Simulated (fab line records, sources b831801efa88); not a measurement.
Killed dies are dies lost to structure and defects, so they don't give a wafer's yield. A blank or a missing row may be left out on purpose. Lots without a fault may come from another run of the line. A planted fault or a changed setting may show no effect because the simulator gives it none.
fab line records | flow sky130
record lots=6 wafers=18 last_day=50
route steps=708 shown CONTACT@417 METAL1@434 VIA1@458 PAD_OPEN@708
lots that met no fault: from a run of the same line without faults
start_h: hours from the record's first day to the start of the lot's first wafer shown | wait_h: hours since the lot's step before | " the same as in the row above | L1.1+2: a row that stands for several wafers | - no value, or no start given | * or withheld: withheld | < > ~ a bound
route shown NAME@n: a module of which the file shows steps, and the number in the route of the first | usual: mean/standard deviation of fault-free wafers | same: alike in all rows | chamber/n: place in a boat | sites: the reading at each site | _std_site: their standard deviation | _edge_site: outer sites' mean less inner sites' | radius_mm: how far each site lies from the wafer's centre | mask NAME#n: copy n | behind: the tool/chamber that last shaped the wafer | hold: why the lot was held/for how many hours/how that ended | device: the transistor (n, p or np) that didn't switch | end of line: the same wafers' tests at the end of the route | a step without rows: its recipe alone | killed: dies lost to structure and defects at the first sort, not the wafer's yield | map: a wafer's dies, x killed, . not, _ none there
set.NAME: the setting as run; set.NAME@STEP: as run at that earlier step | model.NAME: the simulator's own value behind a step, which no gauge read
lots at some steps of the route; a table a step, a row a wafer
services: from which hour (start_h, from the record's first day; less than 0 if before it) a tool's chamber was out of use, for how many hours, and why
## steps
# step SKY_CONTACT_EXPOSE_11
# recipe mask_id=CTM1 na=0.8 source_shape=annular sigma_inner=0.55 sigma_outer=0.85 target_cd_nm=170 dose_mj=38
# step SKY_CONTACT_PEB_12
# recipe peb_temp_c=withheld peb_time_s=withheld resist=KrF-thick
# step SKY_CONTACT_DEVELOP_13
# recipe develop_time_s=60 resist=KrF-thick dev_temp_c=21
# step SKY_CONTACT_CD_MEAS_14
# recipe target_cd_nm=170
# usual cd_nm=169.8/1.6
# columns lot.wafer tool chamber start_h wait_h cd_nm
L115.2 cd_sem-02 - 795.21 - 169.8
L115.3 " - " " 168.6
L115.5 " - " " 171.0
L119.1 cd_sem-02 - 824.91 - 168.4
L119.4 " - " " 170.1
L119.5 " - " " 169.0
L124.3 cd_sem-01 - 859.93 - 169.2
L124.5 " - " " 169.7
L124.6 " - " " 170.9
L126.3 cd_sem-02 - 875.23 - 167.7
L126.4 " - " " 167.3
L126.5 " - " " 168.0
L130.1 cd_sem-02 - 914.44 - 170.4
L130.3 " - " " 171.0
L130.4 " - " " 172.3
L131.3 cd_sem-01 - 915.13 - 170.0
L131.4 " - " " 169.4
L131.5 " - " " 171.7
# step SKY_CONTACT_OVL_MEAS_15
# usual CONTACT_OVL=1/5.5
# columns lot.wafer tool chamber start_h wait_h CONTACT_OVL[nm]
L115.2 overlay-02 - 795.32 0.1 -6
L115.3 " - " " -6
L115.5 " - " " -1
L119.1 overlay-02 - 825.03 0.1 2
L119.4 " - " " 1
L119.5 " - " " 3
L124.3 overlay-01 - 860.02 0.1 8
L124.5 " - " " 14
L124.6 " - " " 12
L126.3 overlay-01 - 875.33 0.1 -3
L126.4 " - " " 0
L126.5 " - " " -3
L130.1 overlay-01 - 914.56 0.1 10
L130.3 " - " " 7
L130.4 " - " " 1
L131.3 overlay-01 - 915.22 0.1 -2
L131.4 " - " " -4
L131.5 " - " " 0
# step SKY_CONTACT_ETCH_16
# recipe chemistry=N2/H2 target=BARC ion_energy_ev=200 source_w=500 bias_w=100 pressure_mtorr=30 n2_flow_sccm=100 h2_flow_sccm=200 stop_on=SiO2 time_s=45.9 target_depth_a=600
# step SKY_CONTACT_ETCH_17
# recipe target=SiO2 chemistry=C4F8/O2/Ar stop_on=Si3N4 mask_material=KrF-thick source_w=1500 bias_w=1200 pressure_mtorr=40 c4f8_flow_sccm=withheld O2_flow_sccm=6 Ar_flow_sccm=300 time_s=withheld target_depth_a=3400
# usual oes_product_au=0.891/0.0046
# columns lot.wafer tool chamber start_h wait_h oes_product_au
L115.2 rie_diel-03 0 795.39 0.0 0.891
L115.3 " 1 " " 0.896
L115.5 " 2 " " 0.890
L119.1 rie_diel-03 0 825.11 0.0 0.896
L119.4 " 2 " " 0.892
L119.5 " 1 " " 0.893
L124.3 rie_diel-03 1 860.09 0.0 0.893
L124.5 " 1 " " 0.883
L124.6 " 0 " " 0.894
L126.3 rie_diel-03 0 875.39 0.0 0.891
L126.4 " 2 " " 0.896
L126.5 " 0 " " 0.894
L130.1 rie_diel-01 0 914.64 0.0 0.896
L130.3 " 1 " " 0.886
L130.4 " 3 " " 0.900
L131.3 rie_diel-03 3 915.29 0.0 0.893
L131.4 " 2 " " 0.891
L131.5 " 1 " " 0.895
# step SKY_CONTACT_ETCH_18
# recipe target=Si3N4 chemistry=CHF3/O2 stop_on=TiN source_w=600 bias_w=200 pressure_mtorr=40 chf3_flow_sccm=50 O2_flow_sccm=5 time_s=39 target_depth_a=750
# step SKY_CONTACT_STRIP_19
# recipe chemistry=O2/N2 power_w=1400 pressure_mtorr=1500 platen_temp_c=withheld o2_flow_sccm=3000 n2_flow_sccm=300 overash_fraction=0.5
# usual drypump_motor_current_A=5.8/0.43 oes_product_au=0.381/0.0053 strip_time_to_endpoint_s=3.62/0.047
# columns lot.wafer tool chamber start_h wait_h drypump_motor_current_A oes_product_au rf_hours_counter_h strip_time_to_endpoint_s
L115.2 plasma_asher-04 0 795.48 - 5.2 0.379 35 3.67
L115.3 " 1 " " 5.9 0.383 - 3.61
L115.5 " 0 " " 5.2 0.378 - 3.59
L119.1 plasma_asher-04 1 825.20 - 5.9 0.379 38 3.64
L119.4 " 1 " " 5.9 0.380 - 3.60
L119.5 " 1 " " 5.9 0.375 - 3.62
L124.3 plasma_asher-01 0 860.21 - 5.8 0.378 - 3.60
L124.5 " 1 " " 6.7 0.386 - 3.60
L124.6 " 0 " " 5.9 0.378 - 3.60
L126.3 plasma_asher-04 0 875.52 - 5.2 0.376 - 3.63
L126.4 " 1 " " 5.9 0.380 - 3.62
L126.5 " 0 " " 5.2 0.380 - 3.62
L130.1 plasma_asher-01 1 914.73 - 6.7 0.376 104 3.57
L130.3 " 1 " " 6.7 0.374 - 3.48
L130.4 " 0 " " 5.8 0.386 - 3.57
L131.3 plasma_asher-04 0 915.41 - 5.2 0.395 - 3.60
L131.4 " 1 " " 5.9 0.378 - 3.60
L131.5 " 1 " " 5.9 0.386 - 3.60
# step SKY_CONTACT_STRIP_20
# recipe chemistry=post_etch_residue_remover time_s=1200 temp_c=72.5
# step SKY_CONTACT_CLEAN_21
# recipe chemistry=IPA time_s=180 temp_c=25
# step SKY_CONTACT_CLEAN_22
# recipe chemistry=O3/DIW dry=n2_spin
# step SKY_CONTACT_SPUTTER_23
# recipe material=TiN target_thk_nm=20 chamber_pressure_pa=5 power_w=4000 time_s=80
# usual throttle_valve_pct=30.5/1.1
# same time_s=80
# columns lot.wafer tool chamber start_h wait_h throttle_valve_pct
L115.2 pvd_sputter-01 - 796.08 0.0 29.9
L115.3 " - " " 30.1
L115.5 " - " " 30.3
L119.1 pvd_sputter-01 - 825.84 0.0 30.4
L119.4 " - " " 29.1
L119.5 " - " " 30.4
L124.3 pvd_sputter-04 - 860.80 0.0 31.7
L124.5 " - " " 30.1
L124.6 " - " " 32.2
L126.3 pvd_sputter-02 - 876.07 0.0 29.3
L126.4 " - " " 29.7
L126.5 " - " " 29.9
L130.1 pvd_sputter-02 - 915.33 0.0 29.2
L130.3 " - " " 32.5
L130.4 " - " " 29.5
L131.3 pvd_sputter-01 - 915.98 0.0 30.3
L131.4 " - " " 31.0
L131.5 " - " " 30.0
# step SKY_CONTACT_CVD_24
# recipe material=W target_thk_nm=340 time_s=102.12 temp_c=400 pressure_torr=40
# step SKY_CONTACT_RS_MEAS_25
# recipe thk_meas_gauge=four-point-probe reads=W_of_CONTACT_CVD_24+TiN_of_CONTACT_SPUTTER_23
# usual CONTACT_W_RS=0.339/0.0045
# columns lot.wafer tool chamber start_h wait_h CONTACT_W_RS[ohm/sq]
L115.2 film_metro-03 - 796.28 0.1 0.340
L115.3 " - " " 0.337
L115.5 " - " " 0.338
L119.1 film_metro-01 - 826.01 0.1 0.338
L119.4 " - " " 0.337
L119.5 " - " " 0.337
L124.3 film_metro-04 - 861.02 0.1 0.348
L124.5 " - " " 0.342
L124.6 " - " " 0.342
L126.3 film_metro-01 - 876.29 0.1 0.332
L126.4 " - " " 0.331
L126.5 " - " " 0.329
L130.1 film_metro-03 - 915.50 0.1 0.338
L130.3 " - " " 0.333
L130.4 " - " " 0.336
L131.3 film_metro-04 - 916.21 0.1 0.340
L131.4 " - " " 0.342
L131.5 " - " " 0.340
# step SKY_CONTACT_THK_MEAS_26
# recipe thk_meas_gauge=xrf reads=W_of_CONTACT_CVD_24
# usual CONTACT_W_THK=333/4.7
# columns lot.wafer tool chamber start_h wait_h CONTACT_W_THK[nm]
L115.2 film_metro-03 - 796.39 0.1 334
L115.3 " - " " 338
L115.5 " - " " 336
L119.1 film_metro-01 - 826.13 0.1 336
L119.4 " - " " 332
L119.5 " - " " 334
L124.3 film_metro-04 - 861.12 0.1 323
L124.5 " - " " 330
L124.6 " - " " 327
L126.3 film_metro-01 - 876.39 0.1 343
L126.4 " - " " 343
L126.5 " - " " 344
L130.1 film_metro-03 - 915.62 0.1 333
L130.3 " - " " 338
L130.4 " - " " 336
L131.3 film_metro-04 - 916.31 0.1 335
L131.4 " - " " 334
L131.5 " - " " 335
# step SKY_CONTACT_CMP_27
# recipe stop_on=SiO2 t_overpolish_s=15 down_force_psi=3.5 platen_rpm=60 target_thk_nm=0 pad_velocity_m_s=0.94248
# step SKY_METAL1_SPUTTER_00
# recipe material=Ti target_thk_nm=15 power_w=3000 time_s=10 chamber_pressure_pa=0.4
# step SKY_METAL1_SPUTTER_01
# recipe material=TiN target_thk_nm=20 power_w=6500 time_s=16.7 chamber_pressure_pa=0.4
# step SKY_METAL1_SPUTTER_02
# recipe material=AlCu target_thk_nm=250 power_w=10600 time_s=13.3 chamber_pressure_pa=0.4
# step SKY_METAL1_SPUTTER_03
# recipe material=Ti target_thk_nm=5 power_w=3000 time_s=3.3 chamber_pressure_pa=0.4
# step SKY_METAL1_SPUTTER_04
# recipe material=TiN target_thk_nm=70 power_w=6500 time_s=58.3 chamber_pressure_pa=0.4
# usual throttle_valve_pct=30.5/1.1
# same time_s=58.3
# columns lot.wafer tool chamber start_h wait_h throttle_valve_pct
L115.2 pvd_sputter-04 - 796.83 0.0 31.5
L115.3 " - " " 29.8
L115.5 " - " " 31.8
L119.1 pvd_sputter-03 - 826.58 0.0 30.5
L119.4 " - " " 30.0
L119.5 " - " " 30.1
L124.3 pvd_sputter-02 - 861.55 0.0 29.0
L124.5 " - " " 29.1
L124.6 " - " " 29.3
L126.3 pvd_sputter-04 - 876.82 0.0 31.4
L126.4 " - " " 30.0
L126.5 " - " " 31.9
L130.1 pvd_sputter-04 - 916.07 0.0 31.7
L130.3 " - " " 32.0
L130.4 " - " " 30.1
L131.3 pvd_sputter-02 - 916.74 0.0 32.3
L131.4 " - " " 29.2
L131.5 " - " " 29.6
# step SKY_METAL1_RS_MEAS_05
# recipe thk_meas_gauge=four-point-probe reads=TiN_of_METAL1_SPUTTER_04+Ti_of_METAL1_SPUTTER_03+AlCu_of_METAL1_SPUTTER_02+TiN_of_METAL1_SPUTTER_01+Ti_of_METAL1_SPUTTER_00
# usual METAL1_ALCU_RS=0.1276/0.002
# columns lot.wafer tool chamber start_h wait_h METAL1_ALCU_RS[ohm/sq]
L115.2 film_metro-02 - 796.90 0.0 0.1311
L115.3 " - " " 0.1292
L115.5 " - " " 0.1292
L119.1 film_metro-03 - 826.63 0.0 0.1266
L119.4 " - " " 0.1281
L119.5 " - " " 0.1288
L124.3 film_metro-01 - 861.64 0.1 0.1245
L124.5 " - " " 0.1249
L124.6 " - " " 0.1254
L126.3 film_metro-03 - 876.91 0.1 0.1277
L126.4 " - " " 0.1272
L126.5 " - " " 0.1282
L130.1 film_metro-02 - 916.12 0.0 0.1295
L130.3 " - " " 0.1294
L130.4 " - " " 0.1291
L131.3 film_metro-01 - 916.83 0.1 0.1248
L131.4 " - " " 0.1257
L131.5 " - " " 0.1268
# step SKY_METAL1_THK_MEAS_06
# recipe thk_meas_gauge=xrf reads=AlCu_of_METAL1_SPUTTER_02
# usual METAL1_ALCU_THK=248/4.7
# columns lot.wafer tool chamber start_h wait_h METAL1_ALCU_THK[nm]
L115.2 film_metro-02 - 797.01 0.1 239
L115.3 " - " " 243
L115.5 " - " " 245
L119.1 film_metro-03 - 826.75 0.1 249
L119.4 " - " " 248
L119.5 " - " " 245
L124.3 film_metro-01 - 861.74 0.1 256
L124.5 " - " " 254
L124.6 " - " " 253
L126.3 film_metro-03 - 877.01 0.1 248
L126.4 " - " " 248
L126.5 " - " " 247
L130.1 film_metro-02 - 916.24 0.1 243
L130.3 " - " " 245
L130.4 " - " " 243
L131.3 film_metro-01 - 916.93 0.1 256
L131.4 " - " " 253
L131.5 " - " " 250
# step SKY_METAL1_DEHYDRATE_07
# recipe temp_c=200 time_s=60
# step SKY_METAL1_HMDS_08
# recipe prime_time_s=60 prime_temp_c=120
# step SKY_METAL1_COAT_09
# recipe resist=BARC temp_c=withheld time_s=withheld spin_rpm=3000 resist_thk_nm=60
# step SKY_METAL1_COAT_10
# recipe resist=KrF-thick spin_rpm=3000 resist_thk_nm=450
# step SKY_METAL1_SOFTBAKE_11
# recipe temp_c=100 time_s=90 resist=KrF-thick
# step SKY_METAL1_EXPOSE_12
# recipe mask_id=MM1 na=0.8 source_shape=annular sigma_inner=0.55 sigma_outer=0.85 target_cd_nm=140 dose_mj=28
# step SKY_METAL1_PEB_13
# recipe peb_temp_c=withheld peb_time_s=withheld resist=KrF-thick
# step SKY_METAL1_DEVELOP_14
# recipe develop_time_s=60 resist=KrF-thick dev_temp_c=21
# step SKY_METAL1_CD_MEAS_15
# recipe target_cd_nm=140
# usual cd_nm=140.3/1.2
# columns lot.wafer tool chamber start_h wait_h cd_nm
L115.2 cd_sem-01 - 822.71 - 140.1
L115.3 " - " " 139.5
L115.5 " - " " 140.4
L119.1 cd_sem-02 - 852.79 - 140.8
L119.4 " - " " 139.5
L119.5 " - " " 141.8
L124.3 cd_sem-02 - 887.96 - 141.1
L124.5 " - " " 140.7
L124.6 " - " " 139.4
L126.3 cd_sem-01 - 902.93 - 139.5
L126.4 " - " " 138.6
L126.5 " - " " 138.4
L130.1 cd_sem-02 - 940.42 - 139.7
L130.3 " - " " 139.6
L130.4 " - " " 141.4
L131.3 cd_sem-01 - 941.61 - 140.3
L131.4 " - " " 140.0
L131.5 " - " " 140.6
# step SKY_METAL1_OVL_MEAS_16
# usual METAL1_OVL=-1/5.3
# columns lot.wafer tool chamber start_h wait_h METAL1_OVL[nm]
L115.2 overlay-01 - 822.82 0.1 0
L115.3 " - " " 4
L115.5 " - " " 1
L119.1 overlay-01 - 852.91 0.1 2
L119.4 " - " " -3
L119.5 " - " " 1
L124.3 overlay-01 - 888.05 0.1 5
L124.5 " - " " 3
L124.6 " - " " 1
L126.3 overlay-01 - 903.02 0.1 2
L126.4 " - " " 0
L126.5 " - " " -1
L130.1 overlay-01 - 940.54 0.1 -7
L130.3 " - " " -3
L130.4 " - " " -7
L131.3 overlay-02 - 941.70 0.1 -3
L131.4 " - " " -8
L131.5 " - " " -3
# step SKY_METAL1_DESCUM_17
# recipe chemistry=O2 source_power_w=150 bias_power_w=0 pressure_mtorr=10 temp_c=40 time_s=8
# step SKY_METAL1_ETCH_18
# recipe chemistry=N2/H2 target=BARC ion_energy_ev=200 bias_w=100 pressure_mtorr=30 n2_flow_sccm=100 h2_flow_sccm=200 icp_w=500 stop_on=SiO2 time_s=45.9 target_depth_a=600
# usual drypump_motor_current_A=5.8/0.4 oes_product_au=0.853/0.0048 throttle_valve_pct=13.223/0.0085
# same time_s=45.9
# columns lot.wafer tool chamber start_h wait_h drypump_motor_current_A oes_product_au rf_hours_counter_h throttle_valve_pct
L115.2 rie_metal-04 1 822.88 0.0 6.5 0.858 8 13.228
L115.3 " 0 " " 6.1 0.856 - 13.226
L115.5 " 1 " " 6.5 0.857 - 13.224
L119.1 rie_metal-01 1 852.98 0.0 5.6 0.857 12 13.220
L119.4 " 0 " " 5.4 0.858 - 13.219
L119.5 " 1 " " 5.6 0.851 - 13.238
L124.3 rie_metal-01 1 888.18 0.1 5.6 0.855 - 13.215
L124.5 " 1 " " 5.6 0.852 - 13.213
L124.6 " 1 " " 5.6 0.856 - 13.227
L126.3 rie_metal-02 0 903.10 0.0 6.3 0.853 - 13.231
L126.4 " 1 " " 5.5 0.848 - 13.221
L126.5 " 0 " " 6.3 0.863 - 13.208
L130.1 rie_metal-02 1 940.60 0.0 5.5 0.855 12 13.216
L130.3 " 1 " " 5.5 0.855 - 13.210
L130.4 " 0 " " 6.3 0.856 - 13.220
L131.3 rie_metal-04 1 941.86 0.1 6.5 0.856 - 13.233
L131.4 " 1 " " 6.5 0.856 - 13.212
L131.5 " 1 " " 6.5 0.846 - 13.228
# step SKY_METAL1_METAL_ETCH_19
# recipe target_depth_a=3600 stop_on=SiO2 over_etch_frac=0.3 time_s=78 chemistry=Cl2/BCl3 resist_sidewall_deg=88 pressure_mtorr=10 icp_w=900 bias_w=48.5 Cl2_flow_sccm=60 bcl3_flow_sccm=30
# usual drypump_motor_current_A=5.8/0.39 oes_product_au=0.853/0.0058 throttle_valve_pct=22.265/0.0098
# same time_s=78
# columns lot.wafer tool chamber start_h wait_h drypump_motor_current_A oes_product_au rf_hours_counter_h throttle_valve_pct
L115.2 rie_metal-04 1 822.94 0.0 6.5 0.848 8 22.263
L115.3 " 0 " " 6.2 0.853 - 22.262
L115.5 " 1 " " 6.5 0.851 - 22.255
L119.1 rie_metal-01 1 853.04 0.0 5.6 0.858 12 22.269
L119.4 " 0 " " 5.4 0.856 - 22.264
L119.5 " 1 " " 5.6 0.847 - 22.252
L124.3 rie_metal-01 1 888.32 0.1 5.6 0.860 - 22.280
L124.5 " 1 " " 5.6 0.855 - 22.256
L124.6 " 1 " " 5.6 0.856 - 22.260
L126.3 rie_metal-02 0 903.17 0.1 6.3 0.853 - 22.282
L126.4 " 1 " " 5.5 0.859 - 22.271
L126.5 " 0 " " 6.2 0.851 - 22.263
L130.1 rie_metal-02 1 940.67 0.0 5.4 0.847 13 22.260
L130.3 " 1 " " 5.4 0.848 - 22.262
L130.4 " 0 " " 6.2 0.851 - 22.261
L131.3 rie_metal-04 1 942.06 0.2 6.5 0.858 - 22.267
L131.4 " 1 " " 6.5 0.856 - 22.256
L131.5 " 1 " " 6.5 0.850 - 22.263
# step SKY_METAL1_STRIP_20
# recipe chemistry=O2/N2 power_w=1400 pressure_mtorr=1500 platen_temp_c=withheld o2_flow_sccm=3000 n2_flow_sccm=300 overash_fraction=0.5
# step SKY_METAL1_STRIP_21
# recipe chemistry=post_etch_residue_remover time_s=1200 temp_c=72.5
# step SKY_METAL1_CLEAN_22
# recipe chemistry=IPA time_s=180 temp_c=25
# step SKY_METAL1_CLEAN_23
# recipe chemistry=O3/DIW dry=n2_spin
# step SKY_VIA1_HDPCVD_00
# recipe material=SiO2 target_thk_nm=1030 sigma_open_frac=0.3 time_s=171.7 temp_c=400 sih4_flow_sccm=60 pressure_mtorr=6
# step SKY_PAD_OPEN_PROBE_99
# usual killed_at_M0_to_M3=44/7.1 killed_at_M4_up=3.5/2 killed_at_contacts=24/5.3 killed_at_front_end=15/4.8 killed_at_other=0.1/0.35 killed_dies=86/9.3 killed_open=47/7.8 killed_short=39/5.9
# same gross_dies=492 killed_at_back_side=0
# columns lot.wafer tool chamber start_h wait_h killed_at_M0_to_M3 killed_at_M4_up killed_at_contacts killed_at_front_end killed_at_other killed_dies killed_open killed_short
L115.2 prober-01 - 1122.88 0.1 52 5 44 12 1 114 47 37
L115.3 prober-01 - 1122.93 0.2 35 4 53 13 0 105 45 38
L115.5 prober-01 - 1123.03 0.2 55 0 59 17 0 131 59 36
L119.1 prober-02 - 1143.35 0.1 48 1 60 7 0 116 55 31
L119.4 prober-02 - 1143.50 0.2 35 2 55 13 0 105 35 34
L119.5 prober-02 - 1143.55 0.2 46 6 61 5 0 118 48 39
L126.3 prober-02 - 1175.36 0.2 48 3 35 8 0 94 59 35
L126.4 prober-02 - 1175.41 0.2 39 7 19 10 0 75 29 46
L126.5 prober-02 - 1175.46 0.2 46 6 23 8 0 83 47 36
L131.3 prober-02 - 1204.89 0.2 35 6 27 17 0 85 48 37
L131.4 prober-02 - 1204.94 0.2 45 4 29 15 0 93 49 44
L131.5 prober-02 - 1204.99 0.2 36 3 33 18 0 90 51 39
# killed by level:class
L115.2 CONTACT:unspecified=30 VIA1:geometric_particle:open=15 VIA3:geometric_particle:open=8 FIELD_ISO:geometric_particle:short=7 VIA1:geometric_particle:short=7 LI_CONTACT:geometric_particle:open=5 CONTACT:geometric_particle:open=5 METAL1:geometric_particle:open=5
L115.3 CONTACT:unspecified=22 CONTACT:geometric_particle:open=11 VIA1:geometric_particle:open=11 METAL1:geometric_particle:short=8 LI_CONTACT:geometric_particle:open=7 LOCAL_INTERCONNECT:geometric_particle:short=6 VIA1:geometric_particle:short=6 FIELD_ISO:geometric_particle:open=5
L115.5 CONTACT:unspecified=36 VIA1:geometric_particle:open=16 VIA2:geometric_particle:open=12 CONTACT:geometric_particle:open=10 VIA3:geometric_particle:open=8 METAL1:geometric_particle:short=7 POLY_GATE:geometric_particle:short=6 LI_CONTACT:geometric_particle:open=6
L119.1 CONTACT:unspecified=30 CONTACT:geometric_particle:open=18 VIA1:geometric_particle:open=9 VIA2:geometric_particle:short=7 VIA3:geometric_particle:open=7 METAL1:geometric_particle:short=6 LI_CONTACT:geometric_particle:open=4 METAL2:geometric_particle:short=4
L119.4 CONTACT:unspecified=36 VIA1:geometric_particle:short=8 VIA1:geometric_particle:open=8 CONTACT:geometric_particle:open=7 LI_CONTACT:geometric_particle:open=6 METAL1:geometric_particle:short=5 FIELD_ISO:geometric_particle:short=4 FIELD_ISO:geometric_particle:open=3
L119.5 CONTACT:unspecified=31 CONTACT:geometric_particle:open=14 VIA1:geometric_particle:open=11 CONTACT:geometric_particle:short=7 VIA3:geometric_particle:open=7 VIA1:geometric_particle:short=6 METAL2:geometric_particle:short=5 LI_CONTACT:geometric_particle:short=4
L126.3 VIA1:geometric_particle:open=15 CONTACT:geometric_particle:open=13 VIA2:geometric_particle:open=10 METAL1:geometric_particle:short=7 VIA3:geometric_particle:open=7 LI_CONTACT:geometric_particle:short=6 LI_CONTACT:geometric_particle:open=5 LOCAL_INTERCONNECT:geometric_particle:short=5
L126.4 METAL1:geometric_particle:short=7 VIA3:geometric_particle:open=7 METAL2:geometric_particle:short=7 METAL4:geometric_particle:short=6 LOCAL_INTERCONNECT:geometric_particle:short=5 FIELD_ISO:geometric_particle:short=4 LI_CONTACT:geometric_particle:open=4 CONTACT:geometric_particle:open=4
L126.5 CONTACT:geometric_particle:open=9 VIA3:geometric_particle:open=9 VIA1:geometric_particle:open=6 METAL1:geometric_particle:short=6 METAL2:geometric_particle:short=5 VIA3:geometric_particle:short=5 LI_CONTACT:geometric_particle:open=4 LI_CONTACT:geometric_particle:short=4
L131.3 CONTACT:geometric_particle:open=11 VIA1:geometric_particle:open=9 VIA3:geometric_particle:open=7 POLY_GATE:geometric_particle:open=6 POLY_GATE:geometric_particle:short=5 LI_CONTACT:geometric_particle:open=5 LOCAL_INTERCONNECT:geometric_particle:short=4 CONTACT:geometric_particle:short=4
L131.4 VIA1:geometric_particle:open=11 CONTACT:geometric_particle:open=10 LOCAL_INTERCONNECT:geometric_particle:short=6 VIA3:geometric_particle:open=6 METAL1:geometric_particle:short=6 LI_CONTACT:geometric_particle:open=5 METAL2:geometric_particle:short=5 CONTACT:geometric_particle:short=4
L131.5 LI_CONTACT:geometric_particle:open=10 VIA1:geometric_particle:open=9 CONTACT:geometric_particle:open=8 LOCAL_INTERCONNECT:geometric_particle:short=7 FIELD_ISO:geometric_particle:open=6 METAL2:geometric_particle:short=6 VIA3:geometric_particle:open=6 FIELD_ISO:geometric_particle:short=5
# map L115.5 (x killed, . not)
__________..xxxxxxxx_________
________.x...xxxxxxxxx_______
______......x.xxxxxxx..x_____
_____.......xxxxxxxx.....____
____..x..x..xxx..xx.x.....___
___...x.x...xx..x.xxx.....x__
__x............x..xx....x..._
_..xx.x..............x......x
_..........x......x....x.....
_....x....xx...x.x......x.x..
_.......x.xxxx....xx..xx.....
_....x.x..x......xx....x...x.
_..x...x.....x.........x.....
_x.....x.......x.....x.....x.
_xx............xx.x.x..xx...x
__....x...x..x......x...x..._
___........xx..x....x..x...__
____..x.....x..........x..___
_____....x...x......x....____
______....x....x..x.x..._____
________.......xx....x_______
__________....x.x..._________
# map L119.5 (x killed, . not)
__________.x.x.xxxxx_________
________x...xxxxxxxxx._______
______......x.xxxxxxxx.._____
_____....x.x.xxxxxxx.....____
____...x...x..xx.xx.x...xx___
___x...x.......x..x.x..x...__
__.....x.xx...x............._
_...........x...x.........x..
_...x.x....xx.x.....xx..x....
_.xx...x.x............x.....x
_....x........x.......x......
_....x......xx...x........x..
_x.x.........x.......x....x..
_.x...x.......x.........x..x.
_.x.........x........x..x....
__.x.......x.......x........_
___x......x.....xx.........__
____......x...x..x...x.x.x___
_____.xx........xx..x..x.____
______..........x....xx._____
________......x..x...._______
__________.........x_________
## services
# columns tool chamber start_h hours kind
plasma_asher-04 - 772.67 2.8 pm
rie_diel-03 3 782.85 - clean
rie_diel-03 3 782.85 21.5 scheduled_down
rie_diel-03 3 782.85 21.5 vent_cycle
rie_metal-04 - 791.89 1.4 pm
pvd_sputter-01 - 799.47 5.5 repair
pvd_sputter-02 - 810.01 38.3 repair
pvd_sputter-04 0 834.26 - consumable_replace:kit
pvd_sputter-04 0 834.26 18.0 scheduled_down
pvd_sputter-04 0 834.26 18.0 vent_cycle
plasma_asher-01 - 837.02 6.3 repair
rie_diel-01 1 844.76 7.1 repair
pvd_sputter-01 - 849.20 0.5 repair
pvd_sputter-04 - 851.69 3.7 repair
plasma_asher-01 - 872.86 2.8 pm
rie_metal-01 0 878.03 - clean
rie_metal-01 - 878.99 2.8 pm
rie_metal-04 1 885.58 21.1 repair
pvd_sputter-04 - 891.01 0.6 repair
pvd_sputter-01 - 892.50 10.0 repair
rie_diel-01 - 916.94 0.3 repair
pvd_sputter-04 - 922.71 3.3 repair
pvd_sputter-01 - 924.79 6.6 repair
pvd_sputter-02 - 941.72 2.0 repair
## key
first_sign step=SKY_PAD_OPEN_PROBE_99 reading=killed_at_contacts direction=up sigmas=5.9 usual=24 struck=55
effect step=SKY_PAD_OPEN_PROBE_99 reading=killed_dies direction=up sigmas=3.1 usual=86 struck=115
met_at SKY_CONTACT_SPUTTER_23
struck_wafers L115.2,L115.3,L115.5,L119.1,L119.4,L119.5
tester_left_out L115,L119
fault kind=chamber_particle_source tool=pvd_sputter-01 chamber=- onset_h=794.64 steps=SKY_CONTACT_SPUTTER_23 rate_per_visit_cm2=0.40084 end_h=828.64
# tester_left_out: of these lots the tester's yield and bins aren't shown, on N5 and GAA mostly nor the transistor test; their killed dies are dies lost to structure and defects alone, not to doping, threshold or leakage, so they don't give the yield
